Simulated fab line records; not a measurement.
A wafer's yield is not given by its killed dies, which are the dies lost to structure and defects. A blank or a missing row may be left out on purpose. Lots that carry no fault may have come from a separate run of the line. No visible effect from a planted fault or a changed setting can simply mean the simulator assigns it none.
Matching of chambers	flow gf180mcu	rie diel-04 running GF_CONTACT_ETCH_16: 4 sister chambers
The step etches BARC in N2/H2. 14 wafers are shown with their chamber, then 7 later ones without.

== WAFERS, EACH WITH ITS CHAMBER ==
wafer	chamber	drypump motor current A (A)	oes product au (a.u.)	throttle valve pct (%)
L560.4	0	6.0	0.856	13.229
L560.5	1	5.8	0.850	13.213
L560.6	2	6.4	0.848	13.244
L562.3	1	5.8	0.860	13.208
L562.4	3	6.6	0.852	13.227
L562.5	3	6.6	0.853	13.220
L565.3	1	5.9	0.848	13.213
L565.5	3	6.6	0.854	13.220
L565.6	2	6.4	0.851	13.236
L569.4	3	6.6	0.853	13.232
L569.5	2	6.5	0.854	13.206
L569.6	0	6.0	0.853	13.222
L570.2	0	6.0	0.858	13.245
L570.3	1	5.9	0.855	13.235

SIGNATURES (means of the wafers above)
reading	chamber 0	chamber 1	chamber 2	chamber 3	scatter within a chamber
drypump motor current A	6.000	5.850	6.433	6.600	0.0408
oes product au	0.85567	0.85325	0.85100	0.85300	0.00346
throttle valve pct	13.23200	13.21725	13.22867	13.22475	0.0127
Rule: a wafer lies at a distance from a chamber equal to the root of the sum of squares, over the readings, of (its reading less the chamber's mean, divided by the reading's scatter). If the next closest chamber is less than 2 further off than the closest, the wafer can't be placed; otherwise it belongs to the closest. The scatter: take each reading less its chamber's mean, square it, sum over the shown wafers, divide by the number of wafers less the number of chambers, and take the root.

== WAFERS WITH NO CHAMBER GIVEN ==
wafer	drypump motor current A (A)	oes product au (a.u.)	throttle valve pct (%)
L570.4	6.4	0.852	13.221
L571.1	6.0	0.851	13.224
L571.2	5.9	0.853	13.219
L571.5	6.0	0.853	13.220
L575.2	5.9	0.851	13.233
L575.4	5.9	0.861	13.227
L575.6	5.9	0.854	13.223

== EACH ONE'S CHAMBER ==
wafer	from the rows above	in truth
L570.4	2	2
L571.1	0	0
L571.2	can't be placed: 1 or 0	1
L571.5	0	0
L575.2	can't be placed: 1 or 0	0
L575.4	can't be placed: 1 or 0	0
L575.6	can't be placed: 1 or 0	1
Placed correctly: 3 of 7. Not placeable from these rows: 4 (in 4, the candidates include the true chamber). Placed wrongly: 0.
